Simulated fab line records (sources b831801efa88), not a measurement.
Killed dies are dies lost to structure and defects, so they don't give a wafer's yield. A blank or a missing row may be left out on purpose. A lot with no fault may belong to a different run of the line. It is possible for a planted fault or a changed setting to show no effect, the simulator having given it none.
fab line records | flow sky130
record lots=7 wafers=21 last-day=49
route steps=708 shown CAP2M@620 METAL4@621 PAD_OPEN@708
lots with no fault: from the same line, run without faults
start-h: start of the lot's first displayed wafer, in hours after the record's first day | wait-h: how many hours have passed since the lot's step before this one | " as in the row above | L1.1+2: several wafers, shown together as one row | - either no value or no given start | * or withheld: withheld | < > ~ a bound
route shown NAME@n: NAME is a module with steps in the file, n the number in the route of the first one | usual: mean/standard deviation taken from wafers without a fault | same: alike in all rows | chamber/n: place in a boat | sites: each site's reading | _std_site: the values' standard deviation | _edge_site: inner sites' mean taken away from outer sites' mean | radius-mm: how far each site lies from the wafer's centre | mask NAME#n: copy n | behind: tool/chamber where the wafer was last shaped | hold: what put the lot on hold/how long, in hours/how the hold closed | device: which transistor (n, p or np) failed to switch | end of line: the route-end tests of the same wafers | a step given without rows: its recipe and nothing more | killed: dies lost to structure and defects at the first sort, not the wafer's yield | map: shows each die of a wafer: x if killed, . if not, _ if none is there
set.NAME: the setting as run; set.NAME@STEP: as run at that earlier step | model.NAME: the simulator's own value behind a step, which no gauge read
a table for each step, a row for each wafer; lots at some steps of the route
services: a tool's chamber out of use, with start hour (start-h, from the record's first day; less than 0 if before it), hours out, and reason
## steps
# step SKY_CAP2M_CLEAN_17
# recipe chemistry=O3/DIW dry=n2-spin
# step SKY_METAL4_DEHYDRATE_05
# recipe temp-c=200 time-s=60
# step SKY_METAL4_HMDS_06
# recipe prime-time-s=60 prime-temp-c=120
# step SKY_METAL4_COAT_07
# recipe resist=BARC temp-c=withheld time-s=withheld spin-rpm=3000 resist-thk-nm=60
# step SKY_METAL4_COAT_08
# recipe resist=KrF-thick spin-rpm=3000 resist-thk-nm=1140
# step SKY_METAL4_SOFTBAKE_09
# recipe temp-c=100 time-s=90 resist=KrF-thick
# step SKY_METAL4_EXPOSE_10
# recipe mask-id=MM4 na=0.68 source-shape=annular sigma-inner=0.4 sigma-outer=0.8 target-cd-nm=300 dose-mj=28
# step SKY_METAL4_PEB_11
# recipe peb-temp-c=withheld peb-time-s=withheld resist=KrF-thick
# step SKY_METAL4_DEVELOP_12
# recipe develop-time-s=60 resist=KrF-thick dev-temp-c=21
# step SKY_METAL4_CD_MEAS_13
# recipe target-cd-nm=300
# usual cd-nm=299.9/1.6
# columns lot.wafer tool chamber start-h wait-h cd-nm
L907.3 cd-sem-01 - 976.65 - 298.2
L907.4 " - " " 300.2
L907.6 " - " " 298.4
L909.1 cd-sem-02 - 989.61 - 301.1
L909.3 " - " " 300.0
L909.6 " - " " 300.8
L911.1 cd-sem-01 - 1007.06 - 298.8
L911.3 " - " " 296.6
L911.6 " - " " 298.9
L913.1 cd-sem-02 - 1018.30 - 300.4
L913.3 " - " " 300.0
L913.4 " - " " 300.5
L924.1 cd-sem-02 - 1102.26 - 299.2
L924.4 " - " " 298.9
L924.5 " - " " 299.8
L925.4 cd-sem-01 - 1104.82 - 298.1
L925.5 " - " " 298.5
L925.6 " - " " 298.6
L926.1 cd-sem-01 - 1107.25 - 298.7
L926.3 " - " " 298.0
L926.5 " - " " 299.2
# step SKY_METAL4_OVL_MEAS_14
# usual METAL4_OVL=3/5.6
# columns lot.wafer tool chamber start-h wait-h METAL4_OVL[nm]
L907.3 overlay-02 - 976.75 0.1 -3
L907.4 " - " " 3
L907.6 " - " " 3
L909.1 overlay-02 - 989.73 0.1 9
L909.3 " - " " 9
L909.6 " - " " 1
L911.1 overlay-02 - 1007.18 0.1 11
L911.3 " - " " 10
L911.6 " - " " -3
L913.1 overlay-02 - 1018.42 0.1 -10
L913.3 " - " " 0
L913.4 " - " " -4
L924.1 overlay-01 - 1102.38 0.1 10
L924.4 " - " " 1
L924.5 " - " " 6
L925.4 overlay-01 - 1104.90 0.1 2
L925.5 " - " " -7
L925.6 " - " " -2
L926.1 overlay-02 - 1107.37 0.1 -9
L926.3 " - " " -3
L926.5 " - " " 1
# step SKY_METAL4_DESCUM_15
# recipe chemistry=O2 source-power-w=150 bias-power-w=0 pressure-mtorr=10 temp-c=40 time-s=8
# usual drypump-motor-current-A=5.86/0.26 oes-product-au=1.001/0.011 temp-c=40.00/0.12
# columns lot.wafer tool chamber start-h wait-h drypump-motor-current-A oes-product-au rf-hours-counter-h temp-c
L907.3 rie-metal-04 0 976.78 0.0 5.65 1.007 - 40.04
L907.4 " 1 " " 6.02 1.011 - 39.96
L907.6 " 1 " " 6.01 1.009 - 39.90
L909.1 rie-metal-04 1 989.77 0.0 5.99 1.017 14 40.19
L909.3 " 0 " " 5.66 0.998 - 40.11
L909.6 " 1 " " 6.00 1.032 - 40.03
L911.1 rie-metal-04 1 1007.22 0.0 6.01 1.021 15 39.93
L911.3 " 0 " " 5.65 1.003 - 40.10
L911.6 " 0 " " 5.67 0.993 - 40.05
L913.1 rie-metal-04 1 1018.46 0.0 6.00 1.010 16 39.98
L913.3 " 1 " " 6.01 1.022 - 40.16
L913.4 " 0 " " 5.66 1.013 - 39.67
L924.1 rie-metal-03 0 1102.42 0.0 6.35 0.989 19 40.10
L924.4 " 1 " " 5.87 0.997 - 40.06
L924.5 " 0 " " 6.37 1.005 - 39.93
L925.4 rie-metal-04 0 1104.93 0.0 5.66 0.997 - 40.25
L925.5 " 1 " " 6.01 1.021 - 40.12
L925.6 " 0 " " 5.66 1.011 - 40.05
L926.1 rie-metal-03 1 1107.41 0.0 5.87 0.993 2 40.18
L926.3 " 0 " " 6.33 1.000 - 39.94
L926.5 " 0 " " 6.31 0.997 - 39.95
# step SKY_METAL4_ETCH_16
# recipe chemistry=N2/H2 target=BARC ion-energy-ev=200 bias-w=100 pressure-mtorr=30 n2-flow-sccm=100 h2-flow-sccm=200 icp-w=500 stop-on=SiO2 time-s=88.2 target-depth-a=600
# usual drypump-motor-current-A=5.87/0.26 h2-flow-sccm=199.9/0.65 n2-flow-sccm=100.0/0.31 oes-product-au=0.626/0.0044 run-length-s=116.2/0.42 throttle-valve-pct=13.206/0.0082
# columns lot.wafer tool chamber start-h wait-h drypump-motor-current-A h2-flow-sccm n2-flow-sccm oes-product-au rf-hours-counter-h run-length-s throttle-valve-pct
L907.3 rie-metal-04 0 976.84 0.0 5.66 198.7 100.0 0.631 - 115.7 13.213
L907.4 " 1 " " 6.01 199.4 100.1 0.617 - 116.2 13.203
L907.6 " 1 " " 6.03 199.2 99.6 0.626 - 115.9 13.211
L909.1 rie-metal-04 1 989.80 0.0 6.04 199.8 99.8 0.647 14 112.5 13.207
L909.3 " 0 " " 5.68 200.3 100.1 0.650 - 112.2 13.205
L909.6 " 1 " " 6.03 200.2 100.0 0.652 - 112.1 13.198
L911.1 rie-metal-04 1 1007.25 0.0 6.03 201.4 100.0 0.649 15 112.0 13.222
L911.3 " 0 " " 5.67 199.5 99.8 0.645 - 112.0 13.221
L911.6 " 0 " " 5.67 199.6 99.8 0.646 - 112.4 13.198
L913.1 rie-metal-04 1 1018.49 0.0 6.01 199.3 100.2 0.647 16 111.7 13.207
L913.3 " 1 " " 6.03 199.2 100.1 0.646 - 112.2 13.195
L913.4 " 0 " " 5.67 200.5 100.2 0.641 - 112.3 13.199
L924.1 rie-metal-03 0 1102.45 0.0 6.34 199.8 100.2 0.617 19 117.3 13.208
L924.4 " 1 " " 5.88 200.0 100.1 0.621 - 116.3 13.203
L924.5 " 0 " " 6.37 199.9 100.2 0.640 - 116.7 13.209
L925.4 rie-metal-04 0 1104.98 0.0 5.70 200.0 99.8 0.625 - 115.9 13.203
L925.5 " 1 " " 6.02 200.6 100.3 0.623 - 116.0 13.214
L925.6 " 0 " " 5.69 200.9 99.5 0.627 - 115.8 13.211
L926.1 rie-metal-03 1 1107.44 0.0 5.86 199.7 99.3 0.623 2 116.1 13.196
L926.3 " 0 " " 6.38 200.3 99.9 0.623 - 117.2 13.213
L926.5 " 0 " " 6.34 199.3 100.1 0.625 - 116.7 13.204
# step SKY_METAL4_ETCH_17
# recipe target=SiO2 stop-on=TiN chemistry=C4F8/O2/Ar source-w=1500 bias-w=1200 pressure-mtorr=40 c4f8-flow-sccm=withheld O2_flow_sccm=6 Ar_flow_sccm=300 time-s=3.9 target-depth-a=150
# usual oes-product-au=0.758/0.0065
# columns lot.wafer tool chamber start-h wait-h oes-product-au rf-hours-counter-h
L907.3 rie-diel-03 3 976.90 0.0 0.754 1
L907.4 " 1 " " 0.757 3
L907.6 " 3 " " 0.759 -
L909.1 rie-diel-04 1 989.90 0.1 0.750 15
L909.3 " 2 " " 0.757 5
L909.6 " 1 " " 0.765 -
L911.1 rie-diel-04 3 1007.35 0.1 0.744 25
L911.3 " 2 " " 0.759 6
L911.6 " 3 " " 0.752 -
L913.1 rie-diel-04 2 1018.59 0.1 0.759 6
L913.3 " 3 " " 0.752 26
L913.4 " 0 " " 0.753 13
L924.1 rie-diel-03 0 1102.55 0.1 0.760 15
L924.4 " 3 " " 0.758 5
L924.5 " 3 " " 0.771 -
L925.4 rie-diel-03 0 1105.05 0.0 0.757 15
L925.5 " 0 " " 0.759 -
L925.6 " 1 " " 0.767 -
L926.1 rie-diel-01 0 1107.54 0.1 0.754 9
L926.3 " 0 " " 0.749 -
L926.5 " 0 " " 0.745 -
# step SKY_PAD_OPEN_PROBE_99
# usual defect-limited-yield=82.8/1.9 killed_at_M0_to_M3=42/6.3 killed_at_M4_up=3.2/1.9 killed-at-contacts=24/5.8 killed-at-front-end=15/4.3 killed-at-other=0.2/0.62 killed-dies=85/9.3 killed-open=46/6.8 killed-short=38/6.1 sort_bin_3_pad_short=0.8/0.43 sort_bin_5_function=10.2/1.5 sort_bin_6_memory=6.2/1.1 sort-n-pass=407/9.3 sort-yield-pct=82.8/1.9
# same gross-dies=492 killed-at-back-side=0 sort_bin_4_leakage[%]=0 sort_bin_8_speed[%]=0
# columns lot.wafer tool chamber start-h wait-h defect-limited-yield[%] killed_at_M0_to_M3 killed_at_M4_up killed-at-contacts killed-at-front-end killed-at-other killed-dies killed-open killed-short sort_bin_3_pad_short[%] sort_bin_5_function[%] sort_bin_6_memory[%] sort-n-pass sort-yield-pct[%]
L907.3 prober-01 - 1071.02 0.2 84.6 41 8 16 11 0 76 44 30 0.6 8.3 6.5 416 84.6
L907.4 prober-01 - 1071.07 0.2 83.9 37 6 22 14 0 79 45 34 0.6 9.1 6.3 413 83.9
L907.6 prober-01 - 1071.17 0.2 81.9 44 6 23 15 1 89 55 32 0.6 11.2 6.3 403 81.9
L911.1 prober-01 - 1096.91 0.1 82.9 38 4 25 17 0 84 48 35 1.6 10.4 5.1 408 82.9
L911.3 prober-01 - 1097.01 0.2 81.5 50 3 22 16 0 91 52 37 0.6 10.8 7.1 401 81.5
L911.6 prober-01 - 1097.16 0.2 84.1 31 4 19 23 1 78 40 36 0.6 8.7 6.5 414 84.1
L924.1 prober-01 - 1179.69 0.1 84.3 36 3 24 14 0 77 42 35 0.8 8.1 6.7 415 84.3
L924.4 prober-01 - 1179.84 0.2 80.7 47 5 23 20 0 95 43 52 2.2 10.8 6.3 397 80.7
L924.5 prober-01 - 1179.89 0.2 83.7 43 3 24 10 0 80 47 33 0.2 8.7 7.3 412 83.7
L925.4 prober-02 - 1182.37 0.2 79.9 45 4 32 18 0 99 49 50 0.6 12.4 7.1 393 79.9
L925.5 prober-02 - 1182.42 0.2 83.1 43 4 26 10 0 83 44 39 1.0 11.6 4.3 409 83.1
L925.6 prober-02 - 1182.47 0.2 80.3 50 4 30 12 1 97 48 49 1.0 11.2 7.5 395 80.3
# killed by level:class
L907.3 VIA1:geometric-particle:open=13 CONTACT:geometric-particle:open=9 METAL2:geometric-particle:short=7 VIA2:geometric-particle:open=5 VIA3:geometric-particle:short=5 FIELD_ISO:geometric-particle:short=4 FIELD_ISO:geometric-particle:open=3 LI_CONTACT:geometric-particle:open=3
L907.4 CONTACT:geometric-particle:open=8 VIA2:geometric-particle:open=8 VIA3:geometric-particle:open=8 LI_CONTACT:geometric-particle:open=6 LOCAL_INTERCONNECT:geometric-particle:short=5 VIA1:geometric-particle:open=5 FIELD_ISO:geometric-particle:open=3 FIELD_ISO:geometric-particle:short=3
L907.6 VIA1:geometric-particle:open=14 LI_CONTACT:geometric-particle:open=8 CONTACT:geometric-particle:open=7 VIA2:geometric-particle:open=6 VIA1:geometric-particle:short=5 METAL2:geometric-particle:short=5 FIELD_ISO:geometric-particle:open=4 LI_CONTACT:geometric-particle:short=4
L911.1 LI_CONTACT:geometric-particle:open=8 CONTACT:geometric-particle:open=7 VIA1:geometric-particle:open=7 CONTACT:geometric-particle:short=5 METAL2:geometric-particle:short=5 VIA2:geometric-particle:open=5 VIA3:geometric-particle:short=5 VIA3:geometric-particle:open=5
L911.3 VIA1:geometric-particle:open=15 CONTACT:geometric-particle:open=8 LI_CONTACT:geometric-particle:open=7 VIA2:geometric-particle:open=6 METAL2:geometric-particle:short=6 POLY_GATE:geometric-particle:open=5 LI_CONTACT:geometric-particle:short=4 METAL1:geometric-particle:short=4
L911.6 CONTACT:geometric-particle:open=8 LI_CONTACT:geometric-particle:open=6 POLY_GATE:geometric-particle:open=5 VIA1:geometric-particle:open=5 METAL2:geometric-particle:short=5 FIELD_ISO:geometric-particle:short=4 POLY_GATE:geometric-particle:short=4 VIA2:geometric-particle:short=4
L924.1 CONTACT:geometric-particle:open=17 METAL2:geometric-particle:short=8 FIELD_ISO:geometric-particle:open=4 POLY_GATE:geometric-particle:open=4 VIA1:geometric-particle:open=4 METAL1:geometric-particle:short=4 VIA2:geometric-particle:open=4 METAL3:geometric-particle:short=4
L924.4 CONTACT:geometric-particle:open=10 FIELD_ISO:geometric-particle:short=9 VIA3:geometric-particle:short=9 VIA2:geometric-particle:open=8 VIA1:geometric-particle:open=7 VIA3:geometric-particle:open=6 LI_CONTACT:geometric-particle:open=4 LOCAL_INTERCONNECT:geometric-particle:short=4
L924.5 VIA1:geometric-particle:open=11 CONTACT:geometric-particle:open=10 VIA2:geometric-particle:open=10 METAL1:geometric-particle:short=6 VIA1:geometric-particle:short=6 POLY_GATE:geometric-particle:open=5 LI_CONTACT:geometric-particle:open=4 LOCAL_INTERCONNECT:geometric-particle:short=4
L925.4 CONTACT:geometric-particle:open=9 METAL1:geometric-particle:short=8 POLY_GATE:geometric-particle:short=7 LI_CONTACT:geometric-particle:open=7 VIA1:geometric-particle:open=7 VIA2:geometric-particle:open=7 LI_CONTACT:geometric-particle:short=6 CONTACT:geometric-particle:short=6
L925.5 LI_CONTACT:geometric-particle:open=10 VIA2:geometric-particle:open=8 METAL1:geometric-particle:short=7 VIA1:geometric-particle:open=7 METAL1:geometric-particle:open=6 LOCAL_INTERCONNECT:geometric-particle:short=5 CONTACT:geometric-particle:open=5 FIELD_ISO:geometric-particle:short=4
L925.6 VIA2:geometric-particle:open=9 CONTACT:geometric-particle:short=8 VIA1:geometric-particle:open=8 LOCAL_INTERCONNECT:geometric-particle:short=7 METAL1:geometric-particle:short=6 METAL2:geometric-particle:short=6 LI_CONTACT:geometric-particle:open=5 VIA3:geometric-particle:open=5
## services
# columns tool chamber start-h hours kind
rie-diel-03 - 954.04 1.1 repair
rie-diel-01 0 979.43 36.3 repair
rie-diel-01 - 980.64 2.8 pm
rie-diel-03 - 1028.30 0.7 repair
rie-diel-03 2 1044.13 3.0 repair
rie-metal-03 1 1052.55 9.4 repair
rie-metal-03 1 1061.95 - clean
rie-metal-03 1 1061.95 15.5 scheduled-down
rie-metal-03 1 1061.95 15.5 vent-cycle
rie-diel-01 1 1090.48 27.8 repair
rie-diel-01 2 1103.05 7.5 repair
## key
first-sign step=SKY_METAL4_ETCH_16 reading=run-length-s direction=down sigmas=9.6 usual=* struck=*
effect step=SKY_METAL4_ETCH_16 reading=oes-product-au direction=up sigmas=4.8 usual=0.626 struck=0.647
met-at SKY_METAL4_ETCH_16
struck-wafers L909.1,L909.3,L909.6,L911.1,L911.3,L911.6,L913.1,L913.3,L913.4
onset-between 976.84 989.80
fault kind=process-parameter-drift tool=rie-metal-04 chamber=- onset-h=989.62 steps=SKY_METAL4_ETCH_16 channel=time-s offset=* shape=step end-h=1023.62 acts-in=* stated=*
